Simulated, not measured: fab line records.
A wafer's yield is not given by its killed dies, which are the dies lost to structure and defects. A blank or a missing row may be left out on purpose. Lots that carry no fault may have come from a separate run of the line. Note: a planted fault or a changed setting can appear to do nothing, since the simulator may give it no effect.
Problem report in the 8D (eight disciplines) form, filled by code | flow sky130 | the parts of the form that need people (team, actions taken, sign-off) are left out

== 1. THE PROBLEM ==
Wafers without a fault read 441.3 W, standard deviation 2.4; rfFwdPowerW at SKY_CAPM_CVD_00 reads a mean of 513.5 W on 6 wafers belonging to 2 lots. That is +30 standard deviations from the usual mean.
The step: deposits SiO2, target thk 15.5 nm.
Earliest sighting: wafer L812.1 on pecvd-03 at day 39 23:19. At this step, 42 wafers from 14 lots have a number in the record. Rule for "out", or "out of limits": more than 4 standard deviations from the usual mean. All remaining wafers that have a number are taken as sound.

== 2. WHAT THIS IS AND IS NOT ==
question                    | is                     | is not
which readings at this step | rfFwdPowerW            | heaterPowerW
which lots                  | L812, L813             | L802, L803, L804, L805, L806, L810, L815, L818, L819, L820, L823, L824
which wafers of those lots  | all that have a number | -
read on which tools         | pecvd-03               | pecvd-01, pecvd-04
when                        | from day 39 23:19      | up to then (18 sound wafers); but 18 sound wafers of L815, L818, L819, L820, L823, L824 came after

== 3. THE SUSPECTS, EACH WITH WHAT RULES IT OUT ==
Counting: a tool stays on the suspect list if, at a process step up to the reading, it processed all lots that are out and no sound lot following the first of them.
- pecvd-03 at SKY_CAPM_CVD_00 (deposits SiO2, target thk 15.5 nm): kept. It processed each lot that is out, first L812 at day 39 23:19, and no sound lot thereafter; up to then, the last sound lot it processed was L810 at day 39 03:40. Its own readings are out on those wafers: rfFwdPowerW.
The count leaves pecvd-03 at SKY_CAPM_CVD_00.

== 4. THE CAUSE (what the simulator had put in) ==
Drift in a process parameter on pecvd-03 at SKY_CAPM_CVD_00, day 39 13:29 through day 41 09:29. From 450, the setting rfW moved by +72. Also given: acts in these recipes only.
This tool alone remained once counting was done.

== 5. SEQUENCE OF EFFECTS, ordered by route ==
Each row: a reading where the mean over the struck wafers with a number is more than 3 standard deviations away from the usual. Scope: only readings with a usual standard deviation given in the record; hours: median across lots of the time from each lot's start at the first step in this table that gives one to its start at this step; sigmas: change in usual standard deviations.
hours | step            | reading     | usual   | on struck wafers | change | sigmas
0     | SKY_CAPM_CVD_00 | rfFwdPowerW | 441.3 W | 513.5            | +72.2  | +30
Its process steps:
- SKY_CAPM_CVD_00: deposits SiO2, target thk 15.5 nm.
Later measuring or inspecting steps at which every struck wafer that the step has a row for has a number for every such reading, and none has moved that far: SKY_CAPM_THK_MEAS_01.

== 6. HOW IT WOULD HAVE BEEN CAUGHT EARLIER ==
First out-of-limits reading in this record: day 39 23:19, which is 10 hours after fault onset at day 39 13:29.
